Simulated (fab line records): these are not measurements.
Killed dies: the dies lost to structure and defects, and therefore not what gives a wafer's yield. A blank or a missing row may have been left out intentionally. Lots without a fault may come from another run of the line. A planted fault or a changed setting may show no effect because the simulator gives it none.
fab line records    flow gf180mcu
record: lots: 14  wafers: 42  last_day: 34
route steps=602 shown STI@2 M1@330 V1@352
lots with no fault: from the same line, run without faults
start_h: hours from the record's first day to the start of the lot's first wafer shown    wait_h: time in hours since the lot's previous step    " same as the row above    L1.1+2: one row covering several wafers at once    - no value, or no start was given    * or withheld: withheld    < > ~ a bound
route shown NAME@n: a module of which the file shows steps, and the number in the route of the first    usual: mean/standard deviation of fault-free wafers    same: alike in all rows    chamber/n: place in a boat    sites: each site's reading    _std_site: the values' standard deviation    _edge_site: mean of outer sites minus mean of inner sites    radius_mm: how far each site lies from the wafer's centre    mask NAME#n: copy n    behind: the last tool/chamber to shape the wafer    hold: why the lot went on hold/how many hours it stayed there/how the hold came to an end    device: the n, p or np transistor that did not switch    end of line: at the end of the route, the tests of the same wafers    where a step has no rows: the recipe by itself    killed: at the first sort, the dies lost to defects and structure; wafer yield is something else    map: a wafer's dies, x killed, . not, _ none there
set.NAME: the setting the step ran with; set.NAME@STEP: the setting that earlier step ran with    model.NAME: the simulator's own value behind a step, which no gauge read
a sample of lots followed through the steps of the route, with each step as a table and each wafer as a row
services: when a tool's chamber went out of use (start_h, in hours from the record's first day, below 0 if earlier), for how many hours, and the reason
== steps ==
step: GF_STI_OXIDATION_01
recipe: temp_c: 900  ambient: O2  stabilise_s: 600  purge_s: 300  target_thk_a: 100  ox_time_s: 1418
usual: tube_center_temp_C_max: 902.3/0.4
lot.wafer  tool        chamber  start_h  wait_h  tube_center_temp_C_max
L948.4     furnace-01  0        10.86    0.8     902.4
L948.5     "           0        "        "       902.3
L948.6     "           0        "        "       901.9
L950.1     furnace-01  0        20.12    0.1     902.6
L950.4     "           0        "        "       903.1
L950.5     "           0        "        "       902.4
L951.2     furnace-01  0        25.68    0.6     902.0
L951.3     "           0        "        "       901.7
L951.6     "           0        "        "       902.0
L954.1     furnace-02  0        40.12    0.1     902.1
L954.2     "           0        "        "       902.6
L954.4     "           0        "        "       902.9
L956.1     furnace-02  0        50.43    0.4     902.2
L956.4     "           0        "        "       903.1
L956.5     "           0        "        "       902.0
L957.1     furnace-01  0        55.83    0.8     902.7
L957.4     "           0        "        "       902.3
L957.6     "           0        "        "       903.7
L957.1     furnace-01  0        58.35    1.1     902.6
L957.4     "           0        "        "       902.2
L957.6     "           0        "        "       901.9
L958.2     furnace-02  0        60.88    0.8     902.5
L958.3     "           0        "        "       902.0
L958.4     "           0        "        "       902.5
L958.2     furnace-02  0        62.44    0.2     902.2
L958.3     "           0        "        "       902.0
L958.4     "           0        "        "       903.3
L960.1     furnace-01  0        70.12    0.1     902.3
L960.3     "           0        "        "       902.1
L960.4     "           0        "        "       902.9
L960.1     furnace-01  0        72.96    1.4     902.1
L960.3     "           0        "        "       902.6
L960.4     "           0        "        "       902.3
L961.1     furnace-02  0        75.54    0.5     902.4
L961.2     "           0        "        "       902.2
L961.6     "           0        "        "       902.3
L962.1     furnace-01  0        80.12    0.1     902.8
L962.2     "           0        "        "       902.5
L962.5     "           0        "        "       902.4
L968.2     furnace-01  0        111.29   1.3     901.8
L968.4     "           0        "        "       902.9
L968.6     "           0        "        "       901.3
L969.1     furnace-01  0        115.74   0.7     902.4
L969.3     "           0        "        "       902.6
L969.4     "           0        "        "       902.4
L970.3     furnace-01  0        120.17   0.1     903.2
L970.4     "           0        "        "       902.6
L970.6     "           0        "        "       902.1
L971.2     furnace-01  0        126.39   1.4     902.7
L971.5     "           0        "        "       902.2
L971.6     "           0        "        "       902.2
step: GF_STI_THK_MEAS_02
recipe: reads: SiO2_of_STI_OXIDATION_01
usual: STI_OXIDATION_THK: 9.99/0.18
lot.wafer  tool           chamber  start_h  wait_h  STI_OXIDATION_THK[nm]
L948.4     film_metro-03  -        12.29    0.0     10.37
L948.5     "              -        "        "       10.30
L948.6     "              -        "        "       10.33
L950.1     film_metro-03  -        21.51    0.0     10.05
L950.4     "              -        "        "       9.99
L950.5     "              -        "        "       9.90
L951.2     film_metro-04  -        27.08    0.0     9.91
L951.3     "              -        "        "       10.01
L951.6     "              -        "        "       9.92
L954.1     film_metro-04  -        41.51    0.0     9.82
L954.2     "              -        "        "       9.85
L954.4     "              -        "        "       9.86
L956.1     film_metro-03  -        51.83    0.0     9.88
L956.4     "              -        "        "       9.63
L956.5     "              -        "        "       9.77
L957.1     film_metro-04  -        59.74    0.0     16.71
L957.4     "              -        "        "       16.75
L957.6     "              -        "        "       16.73
L958.2     film_metro-02  -        63.85    0.0     15.66
L958.3     "              -        "        "       15.77
L958.4     "              -        "        "       16.01
L960.1     film_metro-02  -        74.35    0.0     16.18
L960.3     "              -        "        "       16.40
L960.4     "              -        "        "       16.10
L961.1     film_metro-03  -        76.94    0.0     10.10
L961.2     "              -        "        "       9.83
L961.6     "              -        "        "       9.88
L962.1     film_metro-02  -        81.51    0.0     10.02
L962.2     "              -        "        "       10.06
L962.5     "              -        "        "       10.00
L968.2     film_metro-02  -        112.70   0.0     10.14
L968.4     "              -        "        "       10.16
L968.6     "              -        "        "       10.11
L969.1     film_metro-04  -        117.14   0.0     10.02
L969.3     "              -        "        "       9.99
L969.4     "              -        "        "       10.08
L970.3     film_metro-03  -        121.58   0.0     10.07
L970.4     "              -        "        "       10.15
L970.6     "              -        "        "       10.20
L971.2     film_metro-03  -        127.80   0.0     10.09
L971.5     "              -        "        "       10.17
L971.6     "              -        "        "       10.21
step: GF_M1_OVL_MEAS_15
usual: M1_OVL: 0/5
lot.wafer  tool        chamber  start_h  wait_h  M1_OVL[nm]
L948.4     overlay-02  -        387.76   0.1     7
L948.5     "           -        "        "       -1
L948.6     "           -        "        "       11
L950.1     overlay-02  -        403.27   0.1     0
L950.4     "           -        "        "       15
L950.5     "           -        "        "       0
L951.2     overlay-01  -        413.74   0.1     -2
L951.3     "           -        "        "       -2
L951.6     "           -        "        "       -7
L954.1     overlay-02  -        450.32   0.1     4
L954.2     "           -        "        "       1
L954.4     "           -        "        "       0
L956.1     overlay-02  -        467.36   0.1     2
L956.4     "           -        "        "       -5
L956.5     "           -        "        "       -3
L957.1     overlay-01  -        483.22   0.1     7
L957.4     "           -        "        "       -1
L957.6     "           -        "        "       -1
L958.2     overlay-02  -        485.33   0.1     0
L958.3     "           -        "        "       -2
L958.4     "           -        "        "       -2
L960.1     overlay-02  -        495.52   0.1     -6
L960.3     "           -        "        "       -7
L960.4     "           -        "        "       3
L961.1     overlay-01  -        513.32   0.1     8
L961.2     "           -        "        "       6
L961.6     "           -        "        "       8
L962.1     overlay-01  -        518.37   0.1     2
L962.2     "           -        "        "       0
L962.5     "           -        "        "       4
L968.2     overlay-02  -        565.45   0.1     -2
L968.4     "           -        "        "       2
L968.6     "           -        "        "       -3
L969.1     overlay-02  -        568.69   0.1     -1
L969.3     "           -        "        "       2
L969.4     "           -        "        "       4
L970.3     overlay-02  -        578.63   0.1     5
L970.4     "           -        "        "       1
L970.6     "           -        "        "       1
L971.2     overlay-02  -        589.23   0.1     -2
L971.5     "           -        "        "       1
L971.6     "           -        "        "       -10
step: GF_V1_ETCH_17
recipe: chemistry: C4F8/O2/Ar  mask_material: KrF  target: SiO2  stop_on: TiN  source_w: 1500  bias_w: 1200  pressure_mtorr: 40  c4f8_flow_sccm: withheld  O2_flow_sccm: 6  Ar_flow_sccm: 300  time_s: withheld  target_depth_a: 6300
usual: oes_product_au: 0.855/0.0054  rf_fwd_power_W: 1493/4.7
lot.wafer  tool         chamber  start_h  wait_h  oes_product_au  rf_fwd_power_W
L948.4     rie_diel-02  3        -        -       0.864           1498
L948.5     "            1        "        "       0.859           1490
L948.6     "            2        "        "       0.857           1490
L950.1     rie_diel-01  2        -        -       0.853           1491
L950.4     "            1        "        "       0.857           1495
L950.5     "            0        "        "       0.845           1492
L951.2     rie_diel-03  2        -        -       0.854           1490
L951.3     "            0        "        "       0.852           1497
L951.6     "            3        "        "       0.856           1494
L954.1     rie_diel-03  1        -        -       0.855           1499
L954.2     "            2        "        "       0.866           1490
L954.4     "            3        "        "       0.855           1488
L956.1     rie_diel-03  3        -        -       0.858           1489
L956.4     "            1        "        "       0.857           1498
L956.5     "            0        "        "       0.849           1494
L957.1     rie_diel-01  2        -        -       0.856           1496
L957.4     "            3        "        "       0.859           1502
L957.6     "            0        "        "       0.860           1491
L958.2     rie_diel-02  2        -        -       0.846           1495
L958.3     "            0        "        "       0.852           1489
L958.4     "            1        "        "       0.862           1495
L960.1     rie_diel-02  0        -        -       0.864           1499
L960.3     "            3        "        "       0.863           1501
L960.4     "            1        "        "       0.856           1489
L961.1     rie_diel-03  2        -        -       0.848           1501
L961.2     "            0        "        "       0.848           1498
L961.6     "            3        "        "       0.853           1494
L962.1     rie_diel-01  1        -        -       0.863           1495
L962.2     "            3        "        "       0.850           1497
L962.5     "            3        "        "       0.857           1499
L968.2     rie_diel-01  1        -        -       0.861           1489
L968.4     "            1        "        "       0.860           1500
L968.6     "            0        "        "       0.857           1493
L969.1     rie_diel-03  3        -        -       0.849           1492
L969.3     "            2        "        "       0.852           1502
L969.4     "            1        "        "       0.856           1502
L970.3     rie_diel-02  2        -        -       0.857           1487
L970.4     "            0        "        "       0.856           1487
L970.6     "            0        "        "       0.860           1492
L971.2     rie_diel-03  2        -        -       0.854           1486
L971.5     "            0        "        "       0.860           1492
L971.6     "            3        "        "       0.855           1491
step: GF_V1_SPUTTER_21
recipe: material: Ti  target_thk_nm: 15  chamber_pressure_pa: 5  power_w: 2500  substrate_temp_c: 200  time_s: 80.02
usual: throttle_valve_pct: 29.9/1
lot.wafer  tool            chamber  start_h  wait_h  throttle_valve_pct
L948.4     pvd_sputter-03  -        412.55   0.0     29.5
L948.5     "               -        "        "       29.2
L948.6     "               -        "        "       29.6
L950.1     pvd_sputter-04  -        430.40   0.0     29.5
L950.4     "               -        "        "       29.0
L950.5     "               -        "        "       32.1
L951.2     pvd_sputter-03  -        439.66   0.0     29.3
L951.3     "               -        "        "       30.1
L951.6     "               -        "        "       29.8
L954.1     pvd_sputter-04  -        476.63   0.0     29.3
L954.2     "               -        "        "       28.6
L954.4     "               -        "        "       29.0
L956.1     pvd_sputter-04  -        493.80   0.0     30.2
L956.4     "               -        "        "       31.9
L956.5     "               -        "        "       30.3
L957.1     pvd_sputter-03  -        508.92   0.0     29.3
L957.4     "               -        "        "       29.6
L957.6     "               -        "        "       30.0
L958.2     pvd_sputter-02  -        511.20   0.0     30.6
L958.3     "               -        "        "       30.2
L958.4     "               -        "        "       27.9
L960.1     pvd_sputter-02  -        520.87   0.0     30.7
L960.3     "               -        "        "       27.5
L960.4     "               -        "        "       30.3
L961.1     pvd_sputter-02  -        538.70   0.0     30.1
L961.2     "               -        "        "       27.8
L961.6     "               -        "        "       27.9
L962.1     pvd_sputter-03  -        543.47   0.0     29.0
L962.2     "               -        "        "       29.8
L962.5     "               -        "        "       29.4
L968.2     pvd_sputter-02  -        589.57   0.0     30.5
L968.4     "               -        "        "       28.0
L968.6     "               -        "        "       30.6
L969.1     pvd_sputter-02  -        592.82   0.0     30.3
L969.3     "               -        "        "       30.3
L969.4     "               -        "        "       27.6
L970.3     pvd_sputter-03  -        601.28   0.0     29.9
L970.4     "               -        "        "       29.8
L970.6     "               -        "        "       29.5
L971.2     pvd_sputter-04  -        613.25   0.0     28.6
L971.5     "               -        "        "       29.1
L971.6     "               -        "        "       28.8
== services ==
tool            chamber  start_h  hours  kind
pvd_sputter-03  -        3.82     10.3   repair
rie_diel-03     3        27.85    9.0    repair
rie_diel-03     -        55.85    1.4    repair
furnace-01      -        121.56   3.4    pm
rie_diel-03     1        188.73   7.7    repair
rie_diel-03     1        211.48   5.5    repair
rie_diel-03     3        217.49   5.6    repair
rie_diel-03     0        238.96   2.3    repair
furnace-01      -        260.13   11.5   pm
rie_diel-03     0        274.24   21.1   repair
furnace-01      -        288.80   2.6    pm
rie_diel-03     -        302.63   0.2    repair
rie_diel-03     -        304.63   2.8    pm
rie_diel-03     -        314.99   18.2   repair
furnace-01      -        328.49   2.8    repair
furnace-01      -        336.85   3.5    pm
rie_diel-03     0        367.24   7.2    repair
rie_diel-03     1        430.55   3.2    repair
rie_diel-03     -        445.73   2.2    repair
furnace-01      -        456.80   3.5    pm
rie_diel-03     1        461.92   1.9    repair
rie_diel-03     -        510.04   14.6   pm
rie_diel-03     2        528.47   1.9    repair
rie_diel-03     1        557.04   2.0    repair
== key ==
first_sign: step: GF_STI_OXIDATION_01  reading: visit  direction: added
effect: step: GF_STI_THK_MEAS_02  reading: STI_OXIDATION_THK  direction: up  sigmas: 34  usual: 9.99  struck: 16.26
met_at GF_STI_OXIDATION_01
struck_lots L957,L958,L960
tester_left_out L957,L958,L960
not_acting_at GF_M1_OVL_MEAS_15,GF_V1_ETCH_17,GF_V1_SPUTTER_21
fault: kind: repeated_step_whole  tool: furnace-01,furnace-02  chamber: -  onset_h: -  steps: GF_STI_OXIDATION_01  times: 1  scope: struck_lots_only
tester_left_out: of these lots the tester's yield and bins aren't shown, on N5 and GAA mostly nor the transistor test; their killed dies are dies lost to structure and defects alone, not to doping, threshold or leakage, so they don't give the yield
